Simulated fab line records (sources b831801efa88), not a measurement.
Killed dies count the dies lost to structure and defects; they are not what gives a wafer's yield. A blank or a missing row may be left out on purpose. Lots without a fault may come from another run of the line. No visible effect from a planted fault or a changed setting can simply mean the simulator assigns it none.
Chamber matching + flow sky130 + SKY_POLY_CUT_ETCH_11 on rieDiel-03 has 4 sister chambers
The step etches Si3N4 in CF4/CH2F2/Ar, stops on poly-Si, time 42.5 s, target depth 60 nm. 18 wafers are shown with their chamber, then 9 later ones without.

## EACH WAFER AND ITS CHAMBER
| wafer  | chamber | drypumpMotorCurrentA (A) | throttleValvePct (%) | oesProductAu (a.u.) |
|--------|---------|--------------------------|----------------------|---------------------|
| L081.2 | 2       | 5.5                      | 14.995               | 0.829               |
| L081.3 | 1       | 6.2                      | 14.995               | 0.833               |
| L081.5 | 1       | 6.3                      | 14.973               | 0.831               |
| L083.2 | 0       | 6.6                      | 15.010               | 0.840               |
| L083.5 | 0       | 6.6                      | 15.008               | 0.835               |
| L083.6 | 1       | 6.2                      | 14.984               | 0.836               |
| L089.3 | 1       | 6.2                      | 14.978               | 0.812               |
| L089.4 | 2       | 5.5                      | 14.990               | 0.831               |
| L089.5 | 0       | 6.6                      | 14.996               | 0.814               |
| L090.2 | 0       | 6.6                      | 15.000               | 0.820               |
| L090.3 | 3       | 6.1                      | 15.000               | 0.829               |
| L090.5 | 2       | 5.5                      | 14.987               | 0.833               |
| L092.2 | 3       | 6.1                      | 15.003               | 0.830               |
| L092.3 | 1       | 6.3                      | 14.997               | 0.838               |
| L092.4 | 0       | 6.6                      | 15.003               | 0.832               |
| L093.1 | 0       | 6.6                      | 14.984               | 0.838               |
| L093.3 | 2       | 5.5                      | 14.973               | 0.836               |
| L093.5 | 1       | 6.3                      | 15.008               | 0.830               |

SIGNATURES, as means of the wafers listed above
| reading              | chamber 0 | chamber 1 | chamber 2 | chamber 3 | scatter within a chamber |
|----------------------|-----------|-----------|-----------|-----------|--------------------------|
| drypumpMotorCurrentA | 6.600     | 6.250     | 5.500     | 6.100     | 0.0327                   |
| throttleValvePct     | 15.00017  | 14.98917  | 14.98625  | 15.00150  | 0.0106                   |
| oesProductAu         | 0.82983   | 0.83000   | 0.83225   | 0.82950   | 0.00849                  |
Rule: for each reading, subtract the chamber's mean from the wafer's reading, divide by that reading's scatter and square the result; add these up over the readings and take the root, which gives the wafer's distance from the chamber. The wafer belongs to the nearest chamber; if the next one is less than 2 further off, it can't be placed. The scatter is the square root of a quotient: the sum, over the shown wafers, of each reading's squared deviation from its chamber's mean, divided by wafers minus chambers.

## WAFERS WHOSE CHAMBER IS MISSING
| wafer  | drypumpMotorCurrentA (A) | throttleValvePct (%) | oesProductAu (a.u.) |
|--------|--------------------------|----------------------|---------------------|
| L094.2 | 5.5                      | 14.989               | 0.836               |
| L094.3 | 6.3                      | 14.982               | 0.838               |
| L094.5 | 6.7                      | 14.995               | 0.835               |
| L095.1 | 5.5                      | 14.980               | 0.828               |
| L095.3 | 6.1                      | 14.985               | 0.828               |
| L095.6 | 5.5                      | 14.988               | 0.823               |
| L097.1 | 6.2                      | 14.974               | 0.831               |
| L097.3 | 5.6                      | 14.994               | 0.839               |
| L097.4 | 6.6                      | 14.989               | 0.846               |

## WHICH CHAMBER EACH ONE RAN IN
| wafer  | from the rows above     | in truth |
|--------|-------------------------|----------|
| L094.2 | 2                       | 2        |
| L094.3 | 1                       | 1        |
| L094.5 | 0                       | 0        |
| L095.1 | 2                       | 2        |
| L095.3 | 3                       | 3        |
| L095.6 | 2                       | 2        |
| L097.1 | can't be placed: 1 or 3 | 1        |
| L097.3 | 2                       | 2        |
| L097.4 | 0                       | 0        |
Correct placement for 8 of the 9. Cannot be placed on the basis of these rows: 1; the candidates contain the true chamber in 1. Number placed wrongly: 0.
